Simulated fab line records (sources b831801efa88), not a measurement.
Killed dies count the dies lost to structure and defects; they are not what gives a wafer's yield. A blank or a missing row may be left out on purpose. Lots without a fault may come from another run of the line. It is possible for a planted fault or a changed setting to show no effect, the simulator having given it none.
fab line records	flow gf180mcu
record lots=24	wafers=72	last_day=34
route steps=602 shown STI@3 VT_IMPLANT@119 MVPSD@139 POLY_GATE@169 HV_LDD@186
lots that met no fault: taken from a fault-free run of the same line
start_h: hours from the record's first day to the start of the lot's first wafer shown	wait_h: how many hours have passed since the lot's step before this one	" identical to the entry in the row above	L1.1+2: several wafers, shown together as one row	- no value present, or no start provided	* or withheld: withheld	< > ~ a bound
route shown NAME@n: NAME is a module with steps in the file, n the number in the route of the first one	usual: the fault-free wafers' mean and standard deviation	same: alike in all rows	chamber/n: place in a boat	sites: the reading at each site	_std_site: standard deviation of those values	_edge_site: inner sites' mean taken away from outer sites' mean	radius_mm: for every site, how far away it sits from the centre of the wafer	mask NAME#n: copy n	behind: the most recent tool/chamber to have shaped the wafer	hold: cause of the lot's hold/its duration in hours/its outcome	device: the transistor (n, p or np) that didn't switch	end of line: tests run on the same wafers once the route is complete	a step without rows: its recipe alone	killed: at the first sort, the dies lost to defects and structure; wafer yield is something else	map: shows each die of a wafer: x if killed, . if not, _ if none is there
set.NAME: the setting that was run; set.NAME@STEP: the one run at that earlier step	model.NAME: the simulator's own value behind a step, which no gauge read
the route's steps for a sample of lots (tables are steps, rows are wafers)
services: a tool's chamber out of use, with start hour (start_h, from the record's first day; less than 0 if before it), hours out, and reason
## steps
# step GF_STI_THK_MEAS_02
# recipe reads=SiO2_of_STI_OXIDATION_01
# usual STI_OXIDATION_THK=9.36/0.23
lot.wafer	tool	chamber	start_h	wait_h	STI_OXIDATION_THK[nm]
L074.4	film_metro-03	-	11.54	0.0	9.48
L074.5	"	-	"	"	9.57
L074.6	"	-	"	"	9.35
L075.2	film_metro-03	-	16.52	0.0	9.14
L075.3	"	-	"	"	9.05
L075.6	"	-	"	"	9.15
L076.1	film_metro-03	-	21.51	0.0	9.22
L076.4	"	-	"	"	9.43
L076.5	"	-	"	"	9.30
L077.1	film_metro-01	-	26.51	0.0	9.51
L077.3	"	-	"	"	9.69
L077.4	"	-	"	"	9.43
L078.2	film_metro-02	-	31.52	0.0	9.33
L078.3	"	-	"	"	9.44
L078.5	"	-	"	"	9.28
L079.1	film_metro-01	-	37.50	0.0	9.25
L079.2	"	-	"	"	9.19
L079.3	"	-	"	"	9.17
L080.1	film_metro-02	-	41.51	0.0	9.18
L080.2	"	-	"	"	9.12
L080.3	"	-	"	"	9.40
L081.1	film_metro-02	-	46.51	0.0	9.69
L081.2	"	-	"	"	9.62
L081.4	"	-	"	"	9.39
L082.1	film_metro-01	-	51.79	0.0	9.42
L082.3	"	-	"	"	9.47
L082.6	"	-	"	"	9.20
L083.2	film_metro-01	-	56.52	0.0	9.12
L083.5	"	-	"	"	9.09
L083.6	"	-	"	"	9.21
L084.2	film_metro-03	-	62.75	0.0	8.86
L084.4	"	-	"	"	9.13
L084.6	"	-	"	"	8.89
L085.1	film_metro-02	-	66.78	0.0	9.35
L085.4	"	-	"	"	9.32
L085.6	"	-	"	"	9.27
L086.1	film_metro-03	-	72.85	0.0	9.38
L086.2	"	-	"	"	9.22
L086.3	"	-	"	"	9.18
L087.1	film_metro-02	-	76.89	0.0	9.74
L087.4	"	-	"	"	9.87
L087.5	"	-	"	"	9.66
L088.1	film_metro-01	-	81.95	0.0	9.45
L088.3	"	-	"	"	9.52
L088.4	"	-	"	"	9.63
L089.2	film_metro-03	-	86.52	0.0	8.83
L089.4	"	-	"	"	8.89
L089.5	"	-	"	"	9.04
L090.2	film_metro-01	-	91.52	0.0	9.10
L090.3	"	-	"	"	9.21
L090.4	"	-	"	"	9.16
L091.3	film_metro-01	-	99.28	0.0	9.23
L091.4	"	-	"	"	9.36
L091.5	"	-	"	"	9.06
L092.2	film_metro-01	-	104.73	0.0	9.53
L092.3	"	-	"	"	9.54
L092.4	"	-	"	"	9.77
L093.1	film_metro-03	-	109.49	0.0	9.58
L093.3	"	-	"	"	9.65
L093.5	"	-	"	"	9.56
L094.1	film_metro-02	-	113.78	0.0	9.61
L094.4	"	-	"	"	9.58
L094.5	"	-	"	"	9.66
L095.4	film_metro-02	-	116.60	0.0	9.68
L095.5	"	-	"	"	9.45
L095.6	"	-	"	"	9.59
L096.4	film_metro-02	-	121.54	0.0	9.53
L096.5	"	-	"	"	9.54
L096.6	"	-	"	"	9.50
L097.1	film_metro-01	-	127.36	0.0	9.44
L097.4	"	-	"	"	9.33
L097.5	"	-	"	"	9.30
# step GF_VT_IMPLANT_OVL_MEAS_29
# usual VT_IMPLANT_02_OVL=-0.1/1.4
lot.wafer	tool	chamber	start_h	wait_h	VT_IMPLANT_02_OVL[nm]
L074.4	overlay-01	-	138.51	0.1	0.0
L074.5	"	-	"	"	-0.7
L074.6	"	-	"	"	0.0
L075.2	overlay-02	-	149.89	0.1	0.2
L075.3	"	-	"	"	0.6
L075.6	"	-	"	"	0.6
L076.1	overlay-01	-	153.64	0.1	0.6
L076.4	"	-	"	"	1.2
L076.5	"	-	"	"	-0.6
L077.1	overlay-01	-	157.60	0.1	1.3
L077.3	"	-	"	"	2.4
L077.4	"	-	"	"	2.3
L078.2	overlay-02	-	163.24	0.1	2.2
L078.3	"	-	"	"	1.6
L078.5	"	-	"	"	1.8
L079.1	overlay-01	-	173.20	0.1	-0.8
L079.2	"	-	"	"	-0.5
L079.3	"	-	"	"	-0.6
L080.1	overlay-02	-	178.70	0.1	2.0
L080.2	"	-	"	"	0.0
L080.3	"	-	"	"	-0.7
L081.1	overlay-02	-	183.65	0.1	-3.1
L081.2	"	-	"	"	-1.9
L081.4	"	-	"	"	-2.7
L082.1	overlay-02	-	190.25	0.1	-2.0
L082.3	"	-	"	"	0.0
L082.6	"	-	"	"	-1.1
L083.2	overlay-02	-	200.51	0.1	-0.5
L083.5	"	-	"	"	-1.7
L083.6	"	-	"	"	-0.8
L084.2	overlay-02	-	206.84	0.1	0.0
L084.4	"	-	"	"	-0.7
L084.6	"	-	"	"	-0.6
L085.1	overlay-01	-	213.39	0.1	0.1
L085.4	"	-	"	"	1.5
L085.6	"	-	"	"	1.4
L086.1	overlay-01	-	217.04	0.1	-0.3
L086.2	"	-	"	"	-2.5
L086.3	"	-	"	"	-1.7
L087.1	overlay-01	-	232.34	0.1	1.9
L087.4	"	-	"	"	1.3
L087.5	"	-	"	"	1.7
L088.1	overlay-01	-	237.25	0.1	0.0
L088.3	"	-	"	"	0.2
L088.4	"	-	"	"	1.4
L089.2	overlay-02	-	242.06	0.1	-1.2
L089.4	"	-	"	"	0.4
L089.5	"	-	"	"	0.5
L090.2	overlay-02	-	248.75	0.1	-0.2
L090.3	"	-	"	"	-1.7
L090.4	"	-	"	"	-0.9
L091.3	overlay-02	-	253.56	0.1	1.5
L091.4	"	-	"	"	1.2
L091.5	"	-	"	"	1.6
L092.2	overlay-02	-	266.65	0.1	-0.4
L092.3	"	-	"	"	-1.8
L092.4	"	-	"	"	-2.2
L093.1	overlay-01	-	267.29	0.1	-0.8
L093.3	"	-	"	"	-0.7
L093.5	"	-	"	"	-3.1
L094.1	overlay-01	-	278.34	0.1	0.3
L094.4	"	-	"	"	1.1
L094.5	"	-	"	"	0.1
L095.4	overlay-01	-	281.67	0.1	-0.5
L095.5	"	-	"	"	0.4
L095.6	"	-	"	"	0.2
L096.4	overlay-02	-	284.66	0.1	-2.8
L096.5	"	-	"	"	-3.7
L096.6	"	-	"	"	-2.4
L097.1	overlay-01	-	290.90	0.1	1.5
L097.4	"	-	"	"	0.4
L097.5	"	-	"	"	-0.1
# step GF_VT_IMPLANT_RS_MEAS_49
# recipe thk_meas_gauge=four-point-probe
# usual MVPSD_RS=1168.5/2.9
lot.wafer	tool	chamber	start_h	wait_h	MVPSD_RS[ohm/sq]
L074.4	film_metro-03	-	154.81	0.1	1172.3
L074.5	"	-	"	"	1171.2
L074.6	"	-	"	"	1172.1
L075.2	film_metro-03	-	166.53	0.1	1169.5
L075.3	"	-	"	"	1170.4
L075.6	"	-	"	"	1173.7
L076.1	film_metro-04	-	170.61	0.1	1164.8
L076.4	"	-	"	"	1161.0
L076.5	"	-	"	"	1167.8
L077.1	film_metro-03	-	174.66	0.1	1163.8
L077.3	"	-	"	"	1163.0
L077.4	"	-	"	"	1164.5
L078.2	film_metro-03	-	180.18	0.1	1173.9
L078.3	"	-	"	"	1172.9
L078.5	"	-	"	"	1171.6
L079.1	film_metro-02	-	190.80	0.1	1169.1
L079.2	"	-	"	"	1168.1
L079.3	"	-	"	"	1170.4
L080.1	film_metro-03	-	196.51	0.1	1169.2
L080.2	"	-	"	"	1169.2
L080.3	"	-	"	"	1170.7
L081.1	film_metro-03	-	201.34	0.1	1170.4
L081.2	"	-	"	"	1173.0
L081.4	"	-	"	"	1166.8
L082.1	film_metro-02	-	208.66	0.1	1166.9
L082.3	"	-	"	"	1164.4
L082.6	"	-	"	"	1166.9
L083.2	film_metro-04	-	218.22	0.1	1169.6
L083.5	"	-	"	"	1168.0
L083.6	"	-	"	"	1166.2
L084.2	film_metro-03	-	225.86	0.1	1167.3
L084.4	"	-	"	"	1169.8
L084.6	"	-	"	"	1168.2
L085.1	film_metro-02	-	232.41	0.1	1171.1
L085.4	"	-	"	"	1167.0
L085.6	"	-	"	"	1171.4
L086.1	film_metro-02	-	236.11	0.1	1169.0
L086.2	"	-	"	"	1171.7
L086.3	"	-	"	"	1166.7
L087.1	film_metro-02	-	251.40	0.1	1170.9
L087.4	"	-	"	"	1171.9
L087.5	"	-	"	"	1168.0
L088.1	film_metro-02	-	256.60	0.1	1166.1
L088.3	"	-	"	"	1168.3
L088.4	"	-	"	"	1170.2
L089.2	film_metro-04	-	261.53	0.1	1168.4
L089.4	"	-	"	"	1170.0
L089.5	"	-	"	"	1171.4
L090.2	film_metro-02	-	268.76	0.1	1164.8
L090.3	"	-	"	"	1166.6
L090.4	"	-	"	"	1164.6
L091.3	film_metro-04	-	274.20	0.1	1167.8
L091.4	"	-	"	"	1168.3
L091.5	"	-	"	"	1165.4
L092.2	film_metro-04	-	287.37	0.1	1171.0
L092.3	"	-	"	"	1167.7
L092.4	"	-	"	"	1169.0
L093.1	film_metro-03	-	288.26	0.1	1166.6
L093.3	"	-	"	"	1167.9
L093.5	"	-	"	"	1165.2
L094.1	film_metro-04	-	299.01	0.1	1167.0
L094.4	"	-	"	"	1165.8
L094.5	"	-	"	"	1166.2
L095.4	film_metro-03	-	302.21	0.1	1172.3
L095.5	"	-	"	"	1173.5
L095.6	"	-	"	"	1172.2
L096.4	film_metro-02	-	305.76	0.1	1164.1
L096.5	"	-	"	"	1166.6
L096.6	"	-	"	"	1162.9
L097.1	film_metro-03	-	312.15	0.1	1166.5
L097.4	"	-	"	"	1161.8
L097.5	"	-	"	"	1167.9
# step GF_POLY_GATE_ETCH_12
# recipe chemistry=N2/H2	target_depth_a=withheld	overetch_a=withheld	time_s=withheld	target=BARC	ion_energy_ev=197.7	source_w=500	bias_w=100	pressure_mtorr=30	n2_flow_sccm=100	h2_flow_sccm=200
# usual drypump_motor_current_A=5.7/0.54	oes_product_au=0.735/0.0048	throttle_valve_pct=13.216/0.0084
lot.wafer	tool	chamber	start_h	wait_h	drypump_motor_current_A	oes_product_au	throttle_valve_pct
L074.4	rie_diel-04	3	192.68	0.0	5.5	0.731	13.207
L074.5	"	3	"	"	5.5	0.737	13.220
L074.6	"	2	"	"	5.5	0.732	13.217
L075.2	rie_diel-03	1	205.35	0.0	5.2	0.743	13.218
L075.3	"	3	"	"	5.0	0.733	13.209
L075.6	"	3	"	"	5.0	0.741	13.231
L076.1	rie_diel-04	2	209.68	0.0	5.5	0.730	13.216
L076.4	"	3	"	"	5.5	0.739	13.222
L076.5	"	2	"	"	5.5	0.727	13.220
L077.1	rie_diel-01	3	213.90	0.0	6.4	0.729	13.202
L077.3	"	0	"	"	4.9	0.729	13.212
L077.4	"	1	"	"	6.1	0.736	13.220
L078.2	rie_diel-03	0	220.28	0.0	5.6	0.737	13.218
L078.3	"	1	"	"	5.2	0.729	13.209
L078.5	"	3	"	"	5.0	0.731	13.209
L079.1	rie_diel-01	2	233.15	0.0	6.3	0.735	13.206
L079.2	"	0	"	"	4.9	0.741	13.221
L079.3	"	3	"	"	6.4	0.728	13.212
L080.1	rie_diel-03	0	236.98	0.0	5.6	0.732	13.220
L080.2	"	3	"	"	5.0	0.722	13.214
L080.3	"	2	"	"	5.6	0.741	13.210
L081.1	rie_diel-01	0	243.15	0.0	4.9	0.739	13.218
L081.2	"	2	"	"	6.3	0.741	13.203
L081.4	"	1	"	"	6.2	0.731	13.214
L082.1	rie_diel-01	1	250.20	0.0	6.2	0.731	13.226
L082.3	"	3	"	"	6.4	0.732	13.208
L082.6	"	3	"	"	6.4	0.732	13.212
L083.2	rie_diel-03	2	260.98	0.0	5.6	0.728	13.240
L083.5	"	0	"	"	5.6	0.730	13.214
L083.6	"	1	"	"	5.2	0.745	13.227
L084.2	rie_diel-03	2	268.75	0.0	5.5	0.740	13.218
L084.4	"	1	"	"	5.2	0.735	13.204
L084.6	"	2	"	"	5.6	0.736	13.216
L085.1	rie_diel-01	3	275.01	0.0	6.4	0.733	13.200
L085.4	"	0	"	"	4.9	0.737	13.212
L085.6	"	1	"	"	6.1	0.738	13.208
L086.1	rie_diel-03	1	279.61	0.0	5.2	0.732	13.224
L086.2	"	3	"	"	5.0	0.744	13.211
L086.3	"	0	"	"	5.6	0.733	13.217
L087.1	rie_diel-01	1	295.85	0.0	6.1	0.742	13.226
L087.4	"	3	"	"	6.4	0.743	13.198
L087.5	"	3	"	"	6.4	0.740	13.225
L088.1	rie_diel-03	0	303.31	0.0	5.6	0.739	13.212
L088.3	"	1	"	"	5.2	0.734	13.217
L088.4	"	3	"	"	5.0	0.746	13.221
L089.2	rie_diel-01	1	306.76	0.0	6.1	0.741	13.217
L089.4	"	0	"	"	4.9	0.731	13.221
L089.5	"	2	"	"	6.3	0.738	13.219
L090.2	rie_diel-04	1	314.76	0.0	5.5	0.737	13.205
L090.3	"	2	"	"	5.5	0.738	13.220
L090.4	"	3	"	"	5.5	0.725	13.219
L091.3	rie_diel-03	2	320.51	0.0	5.5	0.728	13.208
L091.4	"	0	"	"	5.6	0.737	13.218
L091.5	"	3	"	"	5.0	0.733	13.215
L092.2	rie_diel-03	3	333.98	0.0	5.0	0.733	13.208
L092.3	"	0	"	"	5.6	0.730	13.198
L092.4	"	2	"	"	5.5	0.731	13.215
L093.1	rie_diel-01	1	336.81	0.0	6.2	0.738	13.209
L093.3	"	2	"	"	6.3	0.731	13.223
L093.5	"	0	"	"	4.9	0.730	13.217
L094.1	rie_diel-04	1	347.41	0.0	5.5	0.732	13.211
L094.4	"	2	"	"	5.5	0.736	13.224
L094.5	"	2	"	"	5.5	0.730	13.231
L095.4	rie_diel-04	0	351.95	0.0	6.7	0.737	13.216
L095.5	"	2	"	"	5.5	0.735	13.199
L095.6	"	1	"	"	5.5	0.736	13.226
L096.4	rie_diel-01	2	352.92	0.0	6.3	0.739	13.212
L096.5	"	3	"	"	6.4	0.735	13.234
L096.6	"	1	"	"	6.2	0.735	13.221
L097.1	rie_diel-04	2	361.63	0.0	5.5	0.734	13.206
L097.4	"	3	"	"	5.5	0.732	13.225
L097.5	"	1	"	"	5.6	0.736	13.227
# step GF_HV_LDD_STRIP_10
# recipe chemistry=O2/N2	power_w=1400	pressure_mtorr=1500	platen_temp_c=250	o2_flow_sccm=3000	n2_flow_sccm=300	overash_fraction=0.5
# usual drypump_motor_current_A=5.6/0.52	heater_power_w=335/28	oes_product_au=0.716/0.0048	strip_time_to_endpoint_s=12.64/0.033
lot.wafer	tool	chamber	start_h	wait_h	drypump_motor_current_A	heater_power_w	oes_product_au	rf_hours_counter_h	strip_time_to_endpoint_s
L074.4	plasma_asher-01	1	211.59	0.1	5.8	336	0.712	-	12.63
L074.5	"	1	"	"	5.8	330	0.706	-	12.58
L074.6	"	0	"	"	4.9	364	0.713	-	12.63
L075.2	plasma_asher-02	1	225.59	0.1	5.9	325	0.709	11	12.63
L075.3	"	0	"	"	6.1	351	0.712	-	12.62
L075.6	"	1	"	"	5.8	313	0.715	-	12.63
L076.1	plasma_asher-03	0	230.24	0.1	5.1	286	0.717	60	12.60
L076.4	"	1	"	"	6.2	357	0.721	-	12.64
L076.5	"	1	"	"	6.2	347	0.724	-	12.64
L077.1	plasma_asher-01	0	233.69	0.1	4.8	369	0.725	43	12.66
L077.3	"	1	"	"	5.8	326	0.720	-	12.68
L077.4	"	0	"	"	4.9	366	0.716	-	12.68
L078.2	plasma_asher-03	1	240.46	0.1	6.2	343	0.720	61	12.66
L078.3	"	0	"	"	5.2	292	0.711	-	12.63
L078.5	"	0	"	"	5.1	293	0.712	-	12.61
L079.1	plasma_asher-03	1	254.51	0.1	6.2	354	0.717	62	12.66
L079.2	"	0	"	"	5.1	285	0.716	62	12.60
L079.3	"	0	"	"	5.1	288	0.715	-	12.61
L080.1	plasma_asher-01	1	257.18	0.1	5.8	338	0.715	45	12.64
L080.2	"	0	"	"	4.9	354	0.721	45	12.69
L080.3	"	0	"	"	4.9	365	0.716	-	12.67
L081.1	plasma_asher-03	0	264.16	0.1	5.1	292	0.720	63	12.67
L081.2	"	1	"	"	6.2	347	0.711	63	12.70
L081.4	"	1	"	"	6.2	351	0.715	-	12.65
L082.1	plasma_asher-01	1	272.28	0.1	5.8	336	0.712	47	12.68
L082.3	"	0	"	"	4.9	354	0.716	-	12.66
L082.6	"	1	"	"	5.8	323	0.719	-	12.66
L083.2	plasma_asher-01	0	282.08	0.1	4.9	363	0.715	48	12.63
L083.5	"	0	"	"	4.9	371	0.717	-	12.60
L083.6	"	1	"	"	5.8	341	0.709	-	12.64
L084.2	plasma_asher-01	0	289.96	0.1	4.9	362	0.725	49	12.62
L084.4	"	0	"	"	4.9	361	0.716	-	12.64
L084.6	"	1	"	"	5.8	333	0.717	-	12.63
L085.1	plasma_asher-01	1	298.34	0.1	5.8	329	0.717	50	12.67
L085.4	"	0	"	"	4.9	361	0.717	-	12.68
L085.6	"	0	"	"	4.9	365	0.721	-	12.66
L086.1	plasma_asher-03	1	301.99	0.1	6.2	350	0.716	67	12.60
L086.2	"	0	"	"	5.1	285	0.717	67	12.64
L086.3	"	0	"	"	5.1	281	0.720	-	12.62
L087.1	plasma_asher-01	0	317.46	0.1	4.9	364	0.717	51	12.65
L087.4	"	0	"	"	4.9	361	0.719	-	12.65
L087.5	"	0	"	"	4.9	367	0.719	-	12.61
L088.1	plasma_asher-03	1	326.38	0.1	6.2	344	0.719	69	12.61
L088.3	"	0	"	"	5.1	278	0.715	-	12.63
L088.4	"	1	"	"	6.2	344	0.719	-	12.67
L089.2	plasma_asher-03	1	330.09	0.1	6.2	354	0.719	70	12.66
L089.4	"	0	"	"	5.1	286	0.705	-	12.65
L089.5	"	0	"	"	5.1	285	0.712	-	12.66
L090.2	plasma_asher-01	0	337.73	0.1	4.9	361	0.722	53	12.73
L090.3	"	1	"	"	5.8	340	0.716	-	12.70
L090.4	"	0	"	"	4.9	365	0.713	-	12.67
L091.3	plasma_asher-03	0	343.64	0.1	5.2	282	0.720	-	12.57
L091.4	"	1	"	"	6.2	354	0.720	-	12.62
L091.5	"	0	"	"	5.1	288	0.716	-	12.62
L092.2	plasma_asher-02	1	357.16	0.1	5.9	327	0.706	26	12.62
L092.3	"	0	"	"	6.2	352	0.717	-	12.63
L092.4	"	1	"	"	5.9	323	0.724	-	12.64
L093.1	plasma_asher-01	0	360.83	0.1	4.9	361	0.711	56	12.65
L093.3	"	0	"	"	4.8	362	0.716	-	12.61
L093.5	"	0	"	"	4.9	361	0.705	-	12.63
L094.1	plasma_asher-02	0	371.21	0.1	6.2	359	0.709	27	12.62
L094.4	"	1	"	"	5.9	332	0.725	-	12.67
L094.5	"	1	"	"	5.9	309	0.714	-	12.63
L095.4	plasma_asher-03	0	376.92	0.1	5.1	281	0.716	-	12.61
L095.5	"	0	"	"	5.1	282	0.717	-	12.63
L095.6	"	1	"	"	6.2	349	0.715	-	12.64
L096.4	plasma_asher-02	0	377.71	0.1	6.2	354	0.716	-	12.63
L096.5	"	0	"	"	6.2	353	0.720	-	12.65
L096.6	"	1	"	"	5.9	309	0.713	-	12.67
L097.1	plasma_asher-01	0	385.98	0.1	4.9	364	0.713	59	12.56
L097.4	"	1	"	"	5.8	330	0.714	-	12.57
L097.5	"	0	"	"	4.9	363	0.710	-	12.59
# step GF_HV_LDD_THK_MEAS_55
# recipe reads=SiO2_of_HV_LDD_CVD_54
# usual HV_LDD_CVD_54_THK=9.97/0.16
lot.wafer	tool	chamber	start_h	wait_h	HV_LDD_CVD_54_THK[nm]
L074.4	film_metro-03	-	269.61	0.0	9.98
L074.5	"	-	"	"	10.00
L074.6	"	-	"	"	9.81
L075.2	film_metro-02	-	283.09	0.0	10.02
L075.3	"	-	"	"	9.98
L075.6	"	-	"	"	9.92
L076.1	film_metro-03	-	289.68	0.0	10.03
L076.4	"	-	"	"	10.00
L076.5	"	-	"	"	10.09
L077.1	film_metro-02	-	294.58	0.0	9.79
L077.3	"	-	"	"	9.82
L077.4	"	-	"	"	9.75
L078.2	film_metro-03	-	300.07	0.0	9.76
L078.3	"	-	"	"	9.86
L078.5	"	-	"	"	9.77
L079.1	film_metro-03	-	316.81	0.0	10.00
L079.2	"	-	"	"	9.97
L079.3	"	-	"	"	10.08
L080.1	film_metro-04	-	319.32	0.0	10.14
L080.2	"	-	"	"	10.06
L080.3	"	-	"	"	10.11
L081.1	film_metro-04	-	327.50	0.0	9.92
L081.2	"	-	"	"	9.90
L081.4	"	-	"	"	10.03
L082.1	film_metro-02	-	336.52	0.0	10.09
L082.3	"	-	"	"	10.13
L082.6	"	-	"	"	10.28
L083.2	film_metro-02	-	346.12	0.0	9.82
L083.5	"	-	"	"	9.93
L083.6	"	-	"	"	10.11
L084.2	film_metro-03	-	355.32	0.0	9.99
L084.4	"	-	"	"	9.92
L084.6	"	-	"	"	9.88
L085.1	film_metro-03	-	364.74	0.0	9.69
L085.4	"	-	"	"	9.71
L085.6	"	-	"	"	9.84
L086.1	film_metro-04	-	367.67	0.0	9.97
L086.2	"	-	"	"	9.99
L086.3	"	-	"	"	10.15
L087.1	film_metro-04	-	384.92	0.0	10.11
L087.4	"	-	"	"	10.05
L087.5	"	-	"	"	10.02
L088.1	film_metro-04	-	394.55	0.0	9.96
L088.3	"	-	"	"	10.02
L088.4	"	-	"	"	9.85
L089.2	film_metro-03	-	399.11	0.0	10.17
L089.4	"	-	"	"	10.03
L089.5	"	-	"	"	10.16
L090.2	film_metro-04	-	407.32	0.0	9.77
L090.3	"	-	"	"	9.71
L090.4	"	-	"	"	9.82
L091.3	film_metro-03	-	415.96	0.0	10.05
L091.4	"	-	"	"	10.12
L091.5	"	-	"	"	10.11
L092.2	film_metro-02	-	428.90	0.0	9.89
L092.3	"	-	"	"	9.73
L092.4	"	-	"	"	9.84
L093.1	film_metro-04	-	433.06	0.0	10.02
L093.3	"	-	"	"	9.99
L093.5	"	-	"	"	10.09
L094.1	film_metro-02	-	444.29	0.0	10.33
L094.4	"	-	"	"	10.34
L094.5	"	-	"	"	10.42
L095.4	film_metro-03	-	449.37	0.0	9.81
L095.5	"	-	"	"	9.94
L095.6	"	-	"	"	9.89
L096.4	film_metro-03	-	451.88	0.0	9.85
L096.5	"	-	"	"	9.95
L096.6	"	-	"	"	10.08
L097.1	film_metro-04	-	460.07	0.0	9.78
L097.4	"	-	"	"	9.78
L097.5	"	-	"	"	9.65
## services
tool	chamber	start_h	hours	kind
plasma_asher-01	-	204.36	1.4	repair
rie_diel-04	2	254.55	4.7	repair
plasma_asher-01	-	257.84	2.9	repair
plasma_asher-03	-	304.91	2.4	repair
plasma_asher-01	-	308.38	1.3	repair
plasma_asher-01	-	317.60	1.8	repair
rie_diel-03	3	334.24	3.5	repair
rie_diel-01	0	337.75	-	clean
rie_diel-01	0	337.75	19.6	scheduled_down
rie_diel-01	0	337.75	19.6	vent_cycle
rie_diel-03	3	346.03	4.9	repair
rie_diel-03	-	366.71	28.1	pm
plasma_asher-02	-	384.33	14.6	pm
## key
fault none
